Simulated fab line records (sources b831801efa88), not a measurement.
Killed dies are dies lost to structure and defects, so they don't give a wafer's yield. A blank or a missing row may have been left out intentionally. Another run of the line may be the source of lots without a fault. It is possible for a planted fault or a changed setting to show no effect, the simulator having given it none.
Comparing a struck lot with a sound one | flow gf180mcu | 15 out of 602 route steps
Sound: the wafers L784.2, L784.3, L784.6. Wafers L783.3, L783.5, L783.6 were the ones struck. Last of all comes the cause.
Order at every step that has rows: each side's tool, ch and its chambers, its first start. Under that, the readings that differ: sound wafers | struck wafers | difference of the means | sigmas: that difference in standard deviations of wafers without a fault.
alike: same words and numbers on both sides, and readings whose means sit less than 2 such deviations apart. not compared: any withheld reading, any reading some wafer has no value for, any bound like >300 that may hide the same value, and any number with overlapping values for which the record gives no deviation.
The two part at a step that has a row with sigmas, a row that says differs or no value, or rows on one side only. Numbers that have no deviation but don't overlap get no sigmas and don't part them. Lack of a reading on every wafer of one side parts them only where that side has two or more wafers.

first, 6 steps without rows for these wafers: GF_PSD_HMDS_01 (prime time 60 s); GF_PSD_COAT_02 (resist thk 1000 nm); GF_PSD_SOFTBAKE_03 (time 60 s); GF_PSD_EXPOSE_04 (exposes mask Pplus, target cd 400 nm); GF_PSD_PEB_05; GF_PSD_DEVELOP_06 (develop time 60 s).
GF_PSD_CD_MEAS_07: target cd 400 nm.
  sound on cd_sem-02, day 18 20:47; struck on cd_sem-02, day 18 09:39
  alike: cd_nm
GF_PSD_OVL_MEAS_08:
  sound on overlay-02, day 18 20:53; struck on overlay-01, day 18 09:44
  reading      | sound        | struck         | difference | sigmas
  PSD_OVL (nm) | -1.4 0.7 0.4 | -2.7 -4.4 -4.1 | -3.6       | -2
following that, these wafers have no rows for 1 step: GF_PSD_IMPLANT_09.
GF_PSD_STRIP_10: strips in O2/N2.
  sound on plasma_asher-03 ch 0,1, day 18 21:04; struck on plasma_asher-04 ch 0,1, day 18 09:57
  alike: drypump_motor_current_A, heater_power_w, oes_product_au, strip_time_to_endpoint_s
  not compared: rf_hours_counter_h
GF_PSD_TW_MEAS_11:
  sound on film_metro-03, day 18 21:10; struck on film_metro-03, day 18 10:02
  alike: PSD_TW
then, 1 step without rows for these wafers: GF_PSD_CLEAN_12 (cleans in SC1/SC2, time 150 s).
GF_PSD_RTA_13: time 20 s.
  sound on rtp_anneal-02 ch 0, day 18 21:18; struck on rtp_anneal-02, day 18 10:10
  no value came back on the struck wafers for anneal_temp_c_max, chamber_o2_ppm, lamp_power_pct (%), wafer_temp_C_max; on the sound wafers anneal_temp_c_max reads 1031.2 1032.6 1032.4
GF_PSD_RS_MEAS_14: a four-point-probe measurement.
  sound on film_metro-03, day 18 21:23; struck on film_metro-02, day 18 10:15
  reading         | sound             | struck | difference                    | sigmas
  NSD_RS (ohm/sq) | 46.17 46.25 46.26 | - - -  | no value on the struck wafers |
GF_PSD_RS_MEAS_15: a four-point-probe measurement.
  sound on film_metro-03, day 18 21:31; struck on film_metro-02, day 18 10:22
  reading         | sound             | struck | difference                    | sigmas
  PSD_RS (ohm/sq) | 107.9 108.4 107.9 | - - -  | no value on the struck wafers |

WHERE THEY PART
Earliest at GF_PSD_OVL_MEAS_08; latest, in this record, at GF_PSD_RS_MEAS_15.

WHY: the cause the simulator had injected
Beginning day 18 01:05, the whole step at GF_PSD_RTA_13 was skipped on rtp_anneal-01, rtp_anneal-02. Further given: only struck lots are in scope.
